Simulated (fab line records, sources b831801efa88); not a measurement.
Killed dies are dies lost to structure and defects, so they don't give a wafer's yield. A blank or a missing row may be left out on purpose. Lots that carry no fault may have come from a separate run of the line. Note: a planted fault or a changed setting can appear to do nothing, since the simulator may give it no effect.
Which of the tools did it? :: flow sky130 :: 42 wafers from 14 lots sampled at 4 of the route's 708 steps

## WHAT THE GAUGES SHOWED, per wafer
SKY_VT_ADJUST_LVTN_OVL_MEAS_07. Usual: for VT_ADJUST_LVTN_OVL the level is 1.3 nm and the standard deviation is 1.4.
lot: L177
measured: day 7 00:54
on: overlay-01
VT_ADJUST_LVTN_OVL (nm): -0.8 1.6 0.5
flag: 

lot: L178
measured: day 7 06:04
on: overlay-02
VT_ADJUST_LVTN_OVL (nm): 0.5 -0.8 -0.4
flag: 

lot: L179
measured: day 8 14:38
on: overlay-02
VT_ADJUST_LVTN_OVL (nm): -0.3 2.6 3.4
flag: 

lot: L181
measured: day 8 22:06
on: overlay-01
VT_ADJUST_LVTN_OVL (nm): 2.8 2.4 1.6
flag: 

lot: L180
measured: day 8 23:26
on: overlay-01
VT_ADJUST_LVTN_OVL (nm): 2.9 0.4 3.1
flag: 

lot: L185
measured: day 9 16:29
on: overlay-01
VT_ADJUST_LVTN_OVL (nm): -0.6 -0.2 2.9
flag: 

lot: L188
measured: day 10 07:39
on: overlay-01
VT_ADJUST_LVTN_OVL (nm): 1.0 0.9 3.3
flag: 

lot: L187
measured: day 10 08:46
on: overlay-02
VT_ADJUST_LVTN_OVL (nm): 3.2 4.8 2.4
flag: 

lot: L190
measured: day 10 17:58
on: overlay-01
VT_ADJUST_LVTN_OVL (nm): 0.8 -0.7 -0.6
flag: 

lot: L191
measured: day 11 04:12
on: overlay-02
VT_ADJUST_LVTN_OVL (nm): 2.2 1.4 3.2
flag: 

lot: L192
measured: day 11 05:40
on: overlay-01
VT_ADJUST_LVTN_OVL (nm): -0.6 -3.1 1.1
flag: 

lot: L195
measured: day 11 21:21
on: overlay-02
VT_ADJUST_LVTN_OVL (nm): 1.7 5.2 1.3
flag: 

lot: L198
measured: day 12 22:06
on: overlay-02
VT_ADJUST_LVTN_OVL (nm): 1.5 2.0 1.7
flag: 

lot: L199
measured: day 13 03:25
on: overlay-02
VT_ADJUST_LVTN_OVL (nm): 0.9 -0.6 -0.7
flag: 

SKY_SONOS_ONO_THK_MEAS_05. Usual: for SONOS_ONO_CVD_04_THK the level is 5.66 nm and the standard deviation is 0.1.
lot: L177
measured: day 11 16:34
on: film_metro-04
SONOS_ONO_CVD_04_THK (nm): 5.66 5.58 5.67
flag: 

lot: L178
measured: day 12 01:56
on: film_metro-01
SONOS_ONO_CVD_04_THK (nm): 5.65 5.74 5.66
flag: 

lot: L179
measured: day 13 15:57
on: film_metro-01
SONOS_ONO_CVD_04_THK (nm): 5.67 5.82 5.66
flag: 

lot: L181
measured: day 14 02:01
on: film_metro-01
SONOS_ONO_CVD_04_THK (nm): 5.79 5.61 5.74
flag: 

lot: L180
measured: day 14 06:45
on: film_metro-01
SONOS_ONO_CVD_04_THK (nm): 5.59 5.57 5.63
flag: 

lot: L185
measured: day 15 01:38
on: film_metro-04
SONOS_ONO_CVD_04_THK (nm): 5.62 5.80 5.61
flag: 

lot: L188
measured: day 15 19:24
on: film_metro-04
SONOS_ONO_CVD_04_THK (nm): 5.43 5.51 5.52
flag: 

lot: L187
measured: day 15 22:14
on: film_metro-04
SONOS_ONO_CVD_04_THK (nm): 5.71 5.64 5.68
flag: 

lot: L190
measured: day 16 06:51
on: film_metro-03
SONOS_ONO_CVD_04_THK (nm): 5.60 5.61 5.69
flag: 

lot: L191
measured: day 16 17:06
on: film_metro-03
SONOS_ONO_CVD_04_THK (nm): 5.59 5.66 5.58
flag: 

lot: L192
measured: day 16 21:12
on: film_metro-01
SONOS_ONO_CVD_04_THK (nm): 5.70 5.71 5.64
flag: 

lot: L195
measured: day 17 19:20
on: film_metro-03
SONOS_ONO_CVD_04_THK (nm): 5.70 5.73 5.62
flag: 

lot: L198
measured: day 18 22:03
on: film_metro-01
SONOS_ONO_CVD_04_THK (nm): 5.95 5.87 5.96
flag: 

lot: L199
measured: day 19 04:47
on: film_metro-01
SONOS_ONO_CVD_04_THK (nm): 5.79 5.84 5.77
flag: 

## EACH LOT AND THE TOOL THAT RAN IT (in order: tool; ch and the chambers of the sampled wafers; start)
lot: L177
SKY_VT_ADJUST_LVTN_STRIP_20: plasma_asher-02 ch 0,1, day 7 19:22
SKY_SONOS_TUNNEL_COAT_02: litho_track-01 ch 0, day 10 22:53

lot: L178
SKY_VT_ADJUST_LVTN_STRIP_20: plasma_asher-02 ch 0,1, day 8 00:56
SKY_SONOS_TUNNEL_COAT_02: litho_track-01 ch 0, day 11 06:38

lot: L179
SKY_VT_ADJUST_LVTN_STRIP_20: plasma_asher-03 ch 0,1, day 9 11:44
SKY_SONOS_TUNNEL_COAT_02: litho_track-03 ch 0, day 12 21:16

lot: L181
SKY_VT_ADJUST_LVTN_STRIP_20: plasma_asher-03 ch 0,1, day 9 20:33
SKY_SONOS_TUNNEL_COAT_02: litho_track-03 ch 0, day 13 07:32

lot: L180
SKY_VT_ADJUST_LVTN_STRIP_20: plasma_asher-03 ch 0,1, day 9 22:11
SKY_SONOS_TUNNEL_COAT_02: litho_track-02 ch 0, day 13 10:31

lot: L185
SKY_VT_ADJUST_LVTN_STRIP_20: plasma_asher-04 ch 0,1, day 10 15:53
SKY_SONOS_TUNNEL_COAT_02: litho_track-03 ch 0, day 14 05:43

lot: L188
SKY_VT_ADJUST_LVTN_STRIP_20: plasma_asher-04 ch 0,1, day 11 06:14
SKY_SONOS_TUNNEL_COAT_02: litho_track-03 ch 0, day 14 21:58

lot: L187
SKY_VT_ADJUST_LVTN_STRIP_20: plasma_asher-03 ch 0,1, day 11 07:26
SKY_SONOS_TUNNEL_COAT_02: litho_track-02 ch 0, day 15 00:18

lot: L190
SKY_VT_ADJUST_LVTN_STRIP_20: plasma_asher-04 ch 0,1, day 11 17:30
SKY_SONOS_TUNNEL_COAT_02: litho_track-03 ch 0, day 15 10:07

lot: L191
SKY_VT_ADJUST_LVTN_STRIP_20: plasma_asher-04 ch 0,1, day 12 04:41
SKY_SONOS_TUNNEL_COAT_02: litho_track-03 ch 0, day 15 23:07

lot: L192
SKY_VT_ADJUST_LVTN_STRIP_20: plasma_asher-04 ch 0,1, day 12 05:35
SKY_SONOS_TUNNEL_COAT_02: litho_track-03 ch 0, day 16 00:40

lot: L195
SKY_VT_ADJUST_LVTN_STRIP_20: plasma_asher-03 ch 0,1, day 12 21:49
SKY_SONOS_TUNNEL_COAT_02: litho_track-01 ch 0, day 16 19:13

lot: L198
SKY_VT_ADJUST_LVTN_STRIP_20: plasma_asher-02 ch 0,1, day 14 00:18
SKY_SONOS_TUNNEL_COAT_02: litho_track-02 ch 0, day 18 00:42

lot: L199
SKY_VT_ADJUST_LVTN_STRIP_20: plasma_asher-02 ch 0,1, day 14 05:50
SKY_SONOS_TUNNEL_COAT_02: litho_track-02 ch 0, day 18 06:51
- SKY_VT_ADJUST_LVTN_STRIP_20: strips in O2/N2.
- SKY_SONOS_TUNNEL_COAT_02: resist thk 1140 nm.

## AS READ BY THE TOOLS THEMSELVES (means over the sampled wafers that have a number; for cases with no such wafer, the mark the record gives instead)
SKY_VT_ADJUST_LVTN_STRIP_20. Usual: drypump_motor_current_A 5.5 A, standard deviation 0.53; oes_product_au 0.715 a.u., standard deviation 0.0046; strip_time_to_endpoint_s 14.21 s, standard deviation 0.041.
lot: L177
tool: plasma_asher-02
drypump_motor_current_A (A): 6.2
oes_product_au (a.u.): 0.714
strip_time_to_endpoint_s (s): 14.18
flag: 

lot: L178
tool: plasma_asher-02
drypump_motor_current_A (A): 6.0
oes_product_au (a.u.): 0.716
strip_time_to_endpoint_s (s): 14.16
flag: 

lot: L179
tool: plasma_asher-03
drypump_motor_current_A (A): 4.9
oes_product_au (a.u.): 0.714
strip_time_to_endpoint_s (s): 14.18
flag: 

lot: L181
tool: plasma_asher-03
drypump_motor_current_A (A): 4.9
oes_product_au (a.u.): 0.712
strip_time_to_endpoint_s (s): 14.22
flag: 

lot: L180
tool: plasma_asher-03
drypump_motor_current_A (A): 4.9
oes_product_au (a.u.): 0.710
strip_time_to_endpoint_s (s): 14.22
flag: 

lot: L185
tool: plasma_asher-04
drypump_motor_current_A (A): 5.5
oes_product_au (a.u.): 0.716
strip_time_to_endpoint_s (s): 14.23
flag: 

lot: L188
tool: plasma_asher-04
drypump_motor_current_A (A): 5.5
oes_product_au (a.u.): 0.713
strip_time_to_endpoint_s (s): 14.29
flag: 

lot: L187
tool: plasma_asher-03
drypump_motor_current_A (A): 4.9
oes_product_au (a.u.): 0.712
strip_time_to_endpoint_s (s): 14.17
flag: 

lot: L190
tool: plasma_asher-04
drypump_motor_current_A (A): 5.4
oes_product_au (a.u.): 0.714
strip_time_to_endpoint_s (s): 14.20
flag: 

lot: L191
tool: plasma_asher-04
drypump_motor_current_A (A): 5.4
oes_product_au (a.u.): 0.715
strip_time_to_endpoint_s (s): 14.24
flag: 

lot: L192
tool: plasma_asher-04
drypump_motor_current_A (A): 5.5
oes_product_au (a.u.): 0.717
strip_time_to_endpoint_s (s): 14.21
flag: 

lot: L195
tool: plasma_asher-03
drypump_motor_current_A (A): 4.9
oes_product_au (a.u.): 0.715
strip_time_to_endpoint_s (s): 14.18
flag: 

lot: L198
tool: plasma_asher-02
drypump_motor_current_A (A): 6.2
oes_product_au (a.u.): 0.712
strip_time_to_endpoint_s (s): 14.22
flag: 

lot: L199
tool: plasma_asher-02
drypump_motor_current_A (A): 6.1
oes_product_au (a.u.): 0.714
strip_time_to_endpoint_s (s): 14.20
flag: 

SKY_SONOS_TUNNEL_COAT_02. Usual: spin_speed_rpm 2999.8 rpm, standard deviation 2.4.
lot: L177
tool: litho_track-01
spin_speed_rpm (rpm): 3000.4
flag: 

lot: L178
tool: litho_track-01
spin_speed_rpm (rpm): 3001.7
flag: 

lot: L179
tool: litho_track-03
spin_speed_rpm (rpm): 2998.9
flag: 

lot: L181
tool: litho_track-03
spin_speed_rpm (rpm): 3001.4
flag: 

lot: L180
tool: litho_track-02
spin_speed_rpm (rpm): 2999.0
flag: 

lot: L185
tool: litho_track-03
spin_speed_rpm (rpm): 3005.3
flag: 

lot: L188
tool: litho_track-03
spin_speed_rpm (rpm): 2999.6
flag: 

lot: L187
tool: litho_track-02
spin_speed_rpm (rpm): 3000.2
flag: 

lot: L190
tool: litho_track-03
spin_speed_rpm (rpm): 3124.0
flag: OFF

lot: L191
tool: litho_track-03
spin_speed_rpm (rpm): 3118.9
flag: OFF

lot: L192
tool: litho_track-03
spin_speed_rpm (rpm): 3123.6
flag: OFF

lot: L195
tool: litho_track-01
spin_speed_rpm (rpm): 2997.6
flag: 

lot: L198
tool: litho_track-02
spin_speed_rpm (rpm): 2996.1
flag: 

lot: L199
tool: litho_track-02
spin_speed_rpm (rpm): 2998.7
flag: 

## THE ANSWER, worked out from the rows above alone
Rule: lot off if the mean of its wafers having a number is beyond 3 standard deviations from the usual mean. A lot without any number at a reading at which 4 lots or more have one is off too. The other lots that the step has rows for count as sound. First the gauges in route order, then the tools' own readings, where a lot's mean is used as printed above. The first step at which some lot is off is used, and at that step the reading that is off furthest; a lot without a number counts as furthest.
Off: L190, L191, L192, at SKY_SONOS_TUNNEL_COAT_02 (spin_speed_rpm).
A tool fits if, at that step or a process step before it, it ran every lot that is off, and no sound lot after the first of them. Can't be told from this: 2 tools fit, plasma_asher-04 at SKY_VT_ADJUST_LVTN_STRIP_20, litho_track-03 at SKY_SONOS_TUNNEL_COAT_02.

## WHAT WAS PUT IN BY THE SIMULATOR
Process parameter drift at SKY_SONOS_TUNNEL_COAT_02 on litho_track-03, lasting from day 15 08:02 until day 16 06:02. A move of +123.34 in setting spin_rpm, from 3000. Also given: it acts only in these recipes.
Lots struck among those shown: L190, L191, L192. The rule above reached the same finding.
